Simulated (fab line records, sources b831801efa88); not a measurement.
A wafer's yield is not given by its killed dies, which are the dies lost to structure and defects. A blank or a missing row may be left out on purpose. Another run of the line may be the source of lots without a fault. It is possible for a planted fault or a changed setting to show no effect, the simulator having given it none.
Which of the tools did it? | flow sky130 | 18 wafers from 6 lots sampled at 3 of the route's 708 steps

WHAT THE GAUGES SHOWED, per wafer
SKY_CONTACT_CD_MEAS_14: target cd 170 nm.
lot  | measured     | on        | cd nm (nm)
L637 | day 32 06:31 | cd sem-02 | 168.6 168.5 168.9
L640 | day 32 14:18 | cd sem-01 | 171.3 169.9 170.1
L644 | day 34 06:32 | cd sem-02 | 169.7 170.8 170.6
L651 | day 36 18:38 | cd sem-02 | 153.7 131.9 135.4
L653 | day 37 00:26 | cd sem-02 | 171.1 171.0 169.3
L656 | day 38 05:11 | cd sem-02 | 168.3 166.8 167.2

WHICH TOOL RAN EACH LOT (tool, then ch and the chambers of the sampled wafers, then the start)
lot  | SKY_LOCAL_INTERCONNECT_ETCH_13    | SKY_CONTACT_EXPOSE_11
L637 | rie metal-03 ch 1, day 31 02:02   | krf scanner-02 ch 0, day 31 16:54
L640 | rie metal-03 ch 1, day 31 09:57   | krf scanner-02 ch 0, day 32 01:38
L644 | rie metal-02 ch 0,1, day 33 02:51 | krf scanner-01 ch 0, day 33 17:05
L651 | rie metal-02 ch 0,1, day 35 14:35 | krf scanner-02 ch 0, day 36 04:50
L653 | rie metal-03 ch 0,1, day 35 19:50 | krf scanner-01 ch 0, day 36 10:41
L656 | rie metal-01 ch 0,1, day 37 00:00 | krf scanner-01 ch 0, day 37 15:16
- SKY_LOCAL_INTERCONNECT_ETCH_13: etches BARC in N2/H2, stops on SiO2, time 45.9 s, target depth 60 nm.
- SKY_CONTACT_EXPOSE_11: exposes mask CTM1, target cd 170 nm.

THE ANSWER, worked out from the rows above alone
Rule: what is usual is taken from the lots themselves. Put in order of their means at a reading, lots are off if they are a third of the lots or fewer, leave a main group of 4 or more, and stand apart from it by a gap of 3 or more times the standard deviation of the main group's means; of several such gaps the widest counts. A main group is skipped when, at the precision printed for the reading in the tables above, its means are all equal. A lot without any number at a reading at which 4 lots or more have one is off too. The other lots that the step has rows for count as sound.
Off at SKY_CONTACT_CD_MEAS_14 (cd nm): L651. For the main group the mean is 169.5 nm and the standard deviation 1.2.
A tool fits if, at a process step before that reading, it ran every lot that is off, and no sound lot after the first of them. Gauges at SKY_CONTACT_CD_MEAS_14: tried the same way as those tools. 2 tools fit, rie metal-02 at SKY_LOCAL_INTERCONNECT_ETCH_13 and krf scanner-02 at SKY_CONTACT_EXPOSE_11, so this cannot tell which one it is.

WHAT THE SIMULATOR HAD PUT IN
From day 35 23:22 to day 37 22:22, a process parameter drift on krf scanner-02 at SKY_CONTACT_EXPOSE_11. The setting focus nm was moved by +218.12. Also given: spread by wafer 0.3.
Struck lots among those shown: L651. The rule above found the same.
